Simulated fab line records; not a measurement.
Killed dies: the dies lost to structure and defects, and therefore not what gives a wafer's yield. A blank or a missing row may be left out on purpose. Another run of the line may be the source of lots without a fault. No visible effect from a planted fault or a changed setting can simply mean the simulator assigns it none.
fab line records ; flow sky130
[record] lots = 5; wafers = 15; lastDay = 50
route steps=708 shown LDD_N@253 LDD_P@255 LDD_HVN@267 PAD_OPEN@708
lots with no fault: from the same line, run without faults
startH: start of the lot's first displayed wafer, in hours after the record's first day ; waitH: how many hours have passed since the lot's step before this one ; " same as the row above ; L1.1+2: one row covering several wafers at once ; - value missing, or start not given ; * or withheld: withheld ; < > ~ a bound
route shown NAME@n: a module of which the file shows steps, and the number in the route of the first ; usual: mean/standard deviation of fault-free wafers ; same: alike in all rows ; chamber/n: place in a boat ; sites: the reading at each site ; _std_site: standard deviation across them ; _edge_site: inner sites' mean taken away from outer sites' mean ; radiusMm: for every site, how far away it sits from the centre of the wafer ; mask NAME#n: copy n ; behind: the most recent tool/chamber to have shaped the wafer ; hold: cause of the lot's hold/its duration in hours/its outcome ; device: transistor that didn't switch, given as n, p or np ; end of line: the route-end tests of the same wafers ; for a step that has no rows: nothing shown but its recipe ; killed: at the first sort, the dies lost to defects and structure; wafer yield is something else ; map: shows each die of a wafer: x if killed, . if not, _ if none is there
set.NAME: the setting the step ran with; set.NAME@STEP: the setting that earlier step ran with ; model.NAME: the simulator's own value behind a step, which no gauge read
lots seen at some steps along the route; tables by step, rows by wafer
services: when a tool's chamber went out of use (startH, in hours from the record's first day, below 0 if earlier), for how many hours, and the reason
[[steps]]
[step SKY_LDD_N_STRIP_16]
[recipe] chemistry = O2/N2; powerW = 1400; pressureMtorr = 1500; platenTempC = withheld; o2FlowSccm = 3000; n2FlowSccm = 300; overashFraction = 0.5
[usual] drypumpMotorCurrentA = 5.5/0.52; n2FlowSccm = 299.9/1; oesProductAu = 0.407/0.0051; stripTimeToEndpointS = 4.314/0.014
lot.wafer;tool;chamber;startH;waitH;drypumpMotorCurrentA;n2FlowSccm;oesProductAu;rfHoursCounterH;stripTimeToEndpointS
L577.1;plasmaAsher-04;1;427.91;0.1;5.5;299.4;0.402;65;4.291
L577.4;plasmaAsher-04;1;427.91;0.1;5.6;300.1;0.405;-;4.297
L577.6;plasmaAsher-04;1;427.91;0.1;5.5;299.2;0.403;-;4.294
L581.1;plasmaAsher-03;0;462.24;0.1;6.1;301.8;0.402;35;4.327
L581.2;plasmaAsher-03;1;462.24;0.1;5.7;298.1;0.399;35;4.309
L581.5;plasmaAsher-03;1;462.24;0.1;5.6;298.6;0.408;-;4.340
L585.1;plasmaAsher-02;1;523.46;0.1;4.7;299.0;0.411;83;4.316
L585.2;plasmaAsher-02;0;523.46;0.1;5.2;298.7;0.403;83;4.338
L585.6;plasmaAsher-02;0;523.46;0.1;5.2;299.4;0.405;-;4.330
L596.1;plasmaAsher-03;0;571.21;0.1;6.1;299.3;0.410;47;4.317
L596.5;plasmaAsher-03;1;571.21;0.1;5.6;300.7;0.403;-;4.319
L596.6;plasmaAsher-03;0;571.21;0.1;6.1;299.6;0.410;-;4.307
L600.1;plasmaAsher-04;1;599.26;0.1;5.5;298.8;0.399;83;4.306
L600.3;plasmaAsher-04;0;599.26;0.1;6.2;301.0;0.414;-;4.316
L600.4;plasmaAsher-04;1;599.26;0.1;5.5;299.5;0.409;-;4.316
[step SKY_LDD_N_TW_MEAS_17]
[usual] LDD_N_TW = 2616/25
lot.wafer;tool;chamber;startH;waitH;LDD_N_TW
L577.1;filmMetro-02;-;428.01;0.1;2570
L577.4;filmMetro-02;-;428.01;0.1;2565
L577.6;filmMetro-02;-;428.01;0.1;2581
L581.1;filmMetro-01;-;462.34;0.1;2619
L581.2;filmMetro-01;-;462.34;0.1;2644
L581.5;filmMetro-01;-;462.34;0.1;2634
L585.1;filmMetro-03;-;523.56;0.1;2607
L585.2;filmMetro-03;-;523.56;0.1;2594
L585.6;filmMetro-03;-;523.56;0.1;2599
L596.1;filmMetro-01;-;571.31;0.1;2640
L596.5;filmMetro-01;-;571.31;0.1;2631
L596.6;filmMetro-01;-;571.31;0.1;2629
L600.1;filmMetro-02;-;599.36;0.1;2578
L600.3;filmMetro-02;-;599.36;0.1;2575
L600.4;filmMetro-02;-;599.36;0.1;2576
[step SKY_LDD_P_DEHYDRATE_00]
[recipe] tempC = 200; timeS = 60
[step SKY_LDD_P_HMDS_01]
[recipe] primeTimeS = 60; primeTempC = 120
[step SKY_LDD_P_COAT_02]
[recipe] resist = NOVOLAK; spinRpm = 3000; resistThkNm = 1140
[step SKY_LDD_P_SOFTBAKE_03]
[recipe] tempC = 90; timeS = 60; resist = NOVOLAK
[step SKY_LDD_P_EXPOSE_04]
[recipe] maskId = PSDM; na = 0.6; sourceShape = conventional; sigmaOuter = 0.6; polarization = unpolarized; targetCdNm = 380; doseMj = 138
[step SKY_LDD_P_PEB_05]
[recipe] tempC = withheld; timeS = *; resist = NOVOLAK
[step SKY_LDD_P_DEVELOP_06]
[recipe] resist = NOVOLAK; developer = TMAH; developTimeS = 61.53; devTempC = 23
[step SKY_LDD_P_CD_MEAS_07]
[recipe] targetCdNm = 380
[usual] cdNm = 380.0/2.8
lot.wafer;tool;chamber;startH;waitH;cdNm
L577.1;cdSem-01;-;458.27;0.1;382.9
L577.4;cdSem-01;-;458.27;0.1;380.7
L577.6;cdSem-01;-;458.27;0.1;380.5
L581.1;cdSem-01;-;493.50;0.1;375.8
L581.2;cdSem-01;-;493.50;0.1;377.5
L581.5;cdSem-01;-;493.50;0.1;376.9
L585.1;cdSem-02;-;553.77;0.1;379.4
L585.2;cdSem-02;-;553.77;0.1;379.3
L585.6;cdSem-02;-;553.77;0.1;380.7
L596.1;cdSem-01;-;599.57;0.1;376.4
L596.5;cdSem-01;-;599.57;0.1;376.7
L596.6;cdSem-01;-;599.57;0.1;376.7
L600.1;cdSem-01;-;627.99;0.1;379.0
L600.3;cdSem-01;-;627.99;0.1;381.1
L600.4;cdSem-01;-;627.99;0.1;378.4
[step SKY_LDD_P_OVL_MEAS_08]
[usual] LDD_P_OVL = -0.3/1.3
lot.wafer;tool;chamber;startH;waitH;LDD_P_OVL[nm]
L577.1;overlay-01;-;458.39;0.1;-1.6
L577.4;overlay-01;-;458.39;0.1;-2.1
L577.6;overlay-01;-;458.39;0.1;-1.7
L581.1;overlay-02;-;493.62;0.1;0.2
L581.2;overlay-02;-;493.62;0.1;0.3
L581.5;overlay-02;-;493.62;0.1;-0.3
L585.1;overlay-01;-;553.89;0.1;-0.5
L585.2;overlay-01;-;553.89;0.1;-2.7
L585.6;overlay-01;-;553.89;0.1;-3.3
L596.1;overlay-01;-;599.69;0.1;0.7
L596.5;overlay-01;-;599.69;0.1;0.1
L596.6;overlay-01;-;599.69;0.1;0.8
L600.1;overlay-01;-;628.11;0.1;-0.7
L600.3;overlay-01;-;628.11;0.1;-0.9
L600.4;overlay-01;-;628.11;0.1;-0.2
[step SKY_LDD_P_IMPLANT_09]
[recipe] species = BF2; energyKev = 25; doseCm2 = 1e+13; tiltDeg = withheld
[step SKY_LDD_P_STRIP_10]
[recipe] chemistry = O2/N2; powerW = 1400; pressureMtorr = 1500; platenTempC = withheld; o2FlowSccm = 3000; n2FlowSccm = 300; overashFraction = 0.5
[usual] drypumpMotorCurrentA = 5.85/0.26; n2FlowSccm = 300.1/0.85; oesProductAu = 0.716/0.0044; stripTimeToEndpointS = 14.18/0.042
lot.wafer;tool;chamber;startH;waitH;drypumpMotorCurrentA;n2FlowSccm;oesProductAu;rfHoursCounterH;stripTimeToEndpointS;model.NOVOLAK_of_LDD_P_COAT_02.thkNm
L577.1;plasmaAsher-03;0;458.58;0.1;6.06;300.5;0.711;34;14.27;0
L577.4;plasmaAsher-03;1;458.58;0.1;5.64;300.6;0.714;-;14.22;0
L577.6;plasmaAsher-03;0;458.58;0.1;6.06;299.0;0.714;-;14.21;0
L581.1;plasmaAsher-03;0;493.80;0.1;6.10;300.1;0.923;39;-;457.1
L581.2;plasmaAsher-03;1;493.80;0.1;5.65;299.8;0.940;39;-;455.6
L581.5;plasmaAsher-03;1;493.80;0.1;5.64;300.1;0.928;-;-;455.6
L585.1;plasmaAsher-01;1;554.08;0.1;6.06;300.9;0.710;13;14.09;0
L585.2;plasmaAsher-01;0;554.08;0.1;5.60;300.1;0.714;13;14.11;0
L585.6;plasmaAsher-01;0;554.08;0.1;5.62;299.8;0.719;-;14.09;0
L596.1;plasmaAsher-04;1;599.88;0.1;5.47;299.3;0.717;83;14.18;0
L596.5;plasmaAsher-04;0;599.88;0.1;6.19;299.6;0.715;-;14.19;0
L596.6;plasmaAsher-04;1;599.88;0.1;5.51;300.2;0.711;-;14.22;0
L600.1;plasmaAsher-01;0;628.30;0.1;5.65;301.4;0.723;20;14.14;0
L600.3;plasmaAsher-01;1;628.30;0.1;6.06;300.4;0.726;-;14.14;0
L600.4;plasmaAsher-01;0;628.30;0.1;5.69;302.3;0.715;-;14.16;0
[step SKY_LDD_P_TW_MEAS_11]
[usual] LDD_P_TW = 646/3.7
lot.wafer;tool;chamber;startH;waitH;LDD_P_TW
L577.1;filmMetro-04;-;458.68;0.1;646
L577.4;filmMetro-04;-;458.68;0.1;647
L577.6;filmMetro-04;-;458.68;0.1;647
L581.1;filmMetro-04;-;493.93;0.1;644
L581.2;filmMetro-04;-;493.93;0.1;641
L581.5;filmMetro-04;-;493.93;0.1;640
L585.1;filmMetro-03;-;554.18;0.1;645
L585.2;filmMetro-03;-;554.18;0.1;644
L585.6;filmMetro-03;-;554.18;0.1;645
L596.1;filmMetro-03;-;599.98;0.1;644
L596.5;filmMetro-03;-;599.98;0.1;647
L596.6;filmMetro-03;-;599.98;0.1;645
L600.1;filmMetro-03;-;628.40;0.1;648
L600.3;filmMetro-03;-;628.40;0.1;647
L600.4;filmMetro-03;-;628.40;0.1;648
[step SKY_LDD_HVN_DEHYDRATE_00]
[recipe] tempC = 200; timeS = 60
[step SKY_LDD_HVN_HMDS_01]
[recipe] primeTimeS = 60; primeTempC = 120
[step SKY_LDD_HVN_COAT_02]
[recipe] resist = NOVOLAK; spinRpm = 3000; resistThkNm = 304.1
[step SKY_LDD_HVN_SOFTBAKE_03]
[recipe] tempC = 90; timeS = 60; resist = NOVOLAK
[step SKY_LDD_HVN_EXPOSE_04]
[recipe] maskId = HVNTM; na = 0.6; sourceShape = conventional; sigmaOuter = 0.6; polarization = unpolarized; targetCdNm = 700; doseMj = 127
[step SKY_LDD_HVN_PEB_05]
[recipe] tempC = withheld; timeS = *; resist = NOVOLAK
[step SKY_LDD_HVN_DEVELOP_06]
[recipe] resist = NOVOLAK; developer = TMAH; developTimeS = 60; devTempC = 23
[step SKY_LDD_HVN_OVL_MEAS_07]
[usual] LDD_HVN_OVL = -0.4/1.5
lot.wafer;tool;chamber;startH;waitH;LDD_HVN_OVL[nm]
L577.1;overlay-01;-;489.45;0.1;-1.3
L577.4;overlay-01;-;489.45;0.1;-0.3
L577.6;overlay-01;-;489.45;0.1;-1.1
L581.1;overlay-01;-;523.60;0.1;-1.9
L581.2;overlay-01;-;523.60;0.1;-0.4
L581.5;overlay-01;-;523.60;0.1;-1.2
L585.1;overlay-01;-;583.84;0.1;2.4
L585.2;overlay-01;-;583.84;0.1;2.6
L585.6;overlay-01;-;583.84;0.1;1.4
L596.1;overlay-01;-;628.29;0.1;-1.2
L596.5;overlay-01;-;628.29;0.1;-2.9
L596.6;overlay-01;-;628.29;0.1;-1.7
L600.1;overlay-02;-;656.37;0.1;0.7
L600.3;overlay-02;-;656.37;0.1;0.7
L600.4;overlay-02;-;656.37;0.1;0.3
[step SKY_LDD_HVN_IMPLANT_08]
[recipe] species = P; energyKev = 60; doseCm2 = 3e+13; tiltDeg = 40
[step SKY_LDD_HVN_STRIP_09]
[recipe] chemistry = O2/N2; powerW = 1400; pressureMtorr = 1500; platenTempC = withheld; o2FlowSccm = 3000; n2FlowSccm = 300; overashFraction = 0.5
[usual] drypumpMotorCurrentA = 5.5/0.5; n2FlowSccm = 300.1/0.82; oesProductAu = 0.411/0.0044; stripTimeToEndpointS = 4.188/0.014
lot.wafer;tool;chamber;startH;waitH;drypumpMotorCurrentA;n2FlowSccm;oesProductAu;rfHoursCounterH;stripTimeToEndpointS
L577.1;plasmaAsher-02;0;489.64;0.1;5.2;300.8;0.411;79;4.194
L577.4;plasmaAsher-02;0;489.64;0.1;5.2;300.3;0.413;-;4.198
L577.6;plasmaAsher-02;0;489.64;0.1;5.2;300.4;0.403;-;4.217
L581.1;plasmaAsher-04;0;523.79;0.1;6.2;299.9;0.704;75;11.441
L581.2;plasmaAsher-04;1;523.79;0.1;5.5;299.0;0.700;75;11.415
L581.5;plasmaAsher-04;1;523.79;0.1;5.5;300.1;0.704;-;11.406
L585.1;plasmaAsher-01;1;584.03;0.1;6.0;300.7;0.414;16;4.184
L585.2;plasmaAsher-01;0;584.03;0.1;5.6;298.6;0.414;16;4.208
L585.6;plasmaAsher-01;0;584.03;0.1;5.6;300.2;0.418;-;4.191
L596.1;plasmaAsher-04;0;628.48;0.1;6.2;298.8;0.414;86;4.181
L596.5;plasmaAsher-04;1;628.48;0.1;5.5;300.1;0.409;-;4.184
L596.6;plasmaAsher-04;0;628.48;0.1;6.2;301.2;0.404;-;4.171
L600.1;plasmaAsher-02;1;656.56;0.1;4.7;297.6;0.405;97;4.195
L600.3;plasmaAsher-02;1;656.56;0.1;4.7;298.0;0.410;-;4.215
L600.4;plasmaAsher-02;0;656.56;0.1;5.2;298.7;0.419;-;4.191
[step SKY_LDD_HVN_TW_MEAS_10]
[usual] LDD_HVN_TW = 1447/13
lot.wafer;tool;chamber;startH;waitH;hold;LDD_HVN_TW
L577.1;filmMetro-04;-;489.74;0.1;-;1449
L577.4;filmMetro-04;-;489.74;0.1;-;1456
L577.6;filmMetro-04;-;489.74;0.1;-;1451
L581.1;filmMetro-02;-;523.89;0.1;awaitDispo/0.2h/release;30
L581.2;filmMetro-02;-;523.89;0.1;awaitDispo/0.2h/release;30
L581.5;filmMetro-02;-;523.89;0.1;awaitDispo/0.2h/release;30
L581.1;filmMetro-02;-;524.11;0.2;-;30
L581.2;filmMetro-02;-;524.11;0.2;-;30
L581.5;filmMetro-02;-;524.11;0.2;-;30
L585.1;filmMetro-04;-;584.13;0.1;-;1469
L585.2;filmMetro-04;-;584.13;0.1;-;1463
L585.6;filmMetro-04;-;584.13;0.1;-;1462
L596.1;filmMetro-02;-;628.58;0.1;-;1431
L596.5;filmMetro-02;-;628.58;0.1;-;1436
L596.6;filmMetro-02;-;628.58;0.1;-;1435
L600.1;filmMetro-02;-;656.66;0.1;-;1435
L600.3;filmMetro-02;-;656.66;0.1;-;1433
L600.4;filmMetro-02;-;656.66;0.1;-;1432
[step SKY_PAD_OPEN_PROBE_99]
[usual] defectLimitedYield = 82.7/2; killed_at_M0_to_M3 = 42/7.4; killed_at_M4_up = 3.5/1.9; killedAtContacts = 24/5.2; killedAtFrontEnd = 15/4.5; killedAtOther = 0.2/0.53; killedDies = 85/9.8; killedOpen = 46/7.6; killedShort = 39/6.5; sort_bin_3_pad_short = 0.9/0.4; sort_bin_5_function = 10.3/1.5; sort_bin_6_memory = 6.1/1.1; sortNPass = 407/9.8; sortYieldPct = 82.7/2
[same] grossDies = 492; killedAtBackSide = 0; sort_bin_4_leakage[%] = 0; sort_bin_8_speed[%] = 0
lot.wafer;tool;chamber;startH;waitH;defectLimitedYield[%];killed_at_M0_to_M3;killed_at_M4_up;killedAtContacts;killedAtFrontEnd;killedAtOther;killedDies;killedOpen;killedShort;sort_bin_3_pad_short[%];sort_bin_5_function[%];sort_bin_6_memory[%];sortNPass;sortYieldPct[%]
L585.1;prober-02;-;1152.76;0.1;79.7;55;4;25;16;0;100;51;49;0.8;12.0;7.5;392;79.7
L585.2;prober-02;-;1152.81;0.1;83.7;41;2;17;20;0;80;41;39;1.2;9.1;5.9;412;83.7
L585.6;prober-02;-;1153.01;0.2;83.1;35;3;29;16;0;83;48;35;1.0;9.1;6.7;409;83.1
// killed by level:class
L585.1 VIA1:geometricParticle:open=14 VIA3:geometricParticle:open=11 METAL2:geometricParticle:short=8 CONTACT:geometricParticle:open=8 FIELD_ISO:geometricParticle:short=7 CONTACT:geometricParticle:short=6 LI_CONTACT:geometricParticle:open=5 SPACER:geometricParticle:short=4
L585.2 VIA1:geometricParticle:open=14 METAL1:geometricParticle:short=10 FIELD_ISO:geometricParticle:open=7 CONTACT:geometricParticle:open=6 FIELD_ISO:geometricParticle:short=5 VIA3:geometricParticle:short=4 LI_CONTACT:geometricParticle:open=3 LOCAL_INTERCONNECT:geometricParticle:short=3
L585.6 LI_CONTACT:geometricParticle:open=10 VIA1:geometricParticle:open=9 CONTACT:geometricParticle:open=8 METAL2:geometricParticle:short=5 LI_CONTACT:geometricParticle:short=4 VIA3:geometricParticle:open=4 VIA1:geometricParticle:short=4 FIELD_ISO:geometricParticle:open=3
[[services]]
tool;chamber;startH;hours;kind
plasmaAsher-03;-;419.41;0.7;repair
plasmaAsher-01;-;421.25;9.0;pm
plasmaAsher-01;0;421.25;9.0;ventCycle
plasmaAsher-01;1;421.25;9.0;ventCycle
plasmaAsher-01;0;430.25;-;clean
plasmaAsher-01;1;430.25;-;clean
plasmaAsher-02;-;443.33;38.4;repair
plasmaAsher-04;-;610.27;2.4;repair
[[key]]
[firstSign] step = SKY_LDD_P_STRIP_10; reading = oesProductAu; direction = up; sigmas = 49; usual = 0.716; struck = 0.930
[effect] step = SKY_LDD_HVN_STRIP_09; reading = stripTimeToEndpointS; direction = up; sigmas = 99+; usual = *; struck = *
[effect] step = SKY_LDD_HVN_TW_MEAS_10; reading = visit; direction = added
[effect] step = SKY_LDD_HVN_TW_MEAS_10; reading = LDD_HVN_TW; direction = down; sigmas = 99+; usual = 1447; struck = 30
[modelEffect] step = SKY_LDD_P_STRIP_10; value = NOVOLAK_of_LDD_P_COAT_02.thkNm; without = 0; struck = 456.1
metAt SKY_LDD_P_STRIP_10
struckWafers L581.1,L581.2,L581.5
scrappedBehind SKY_LDD_HVN_TW_MEAS_10 L581.1,L581.2,L581.5
onsetBetween 458.58 493.80
[fault] kind = stripAborted; tool = plasmaAsher-03; chamber = -; onsetH = 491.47; steps = SKY_LDD_P_STRIP_10; offset = 0.66066; endH = 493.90
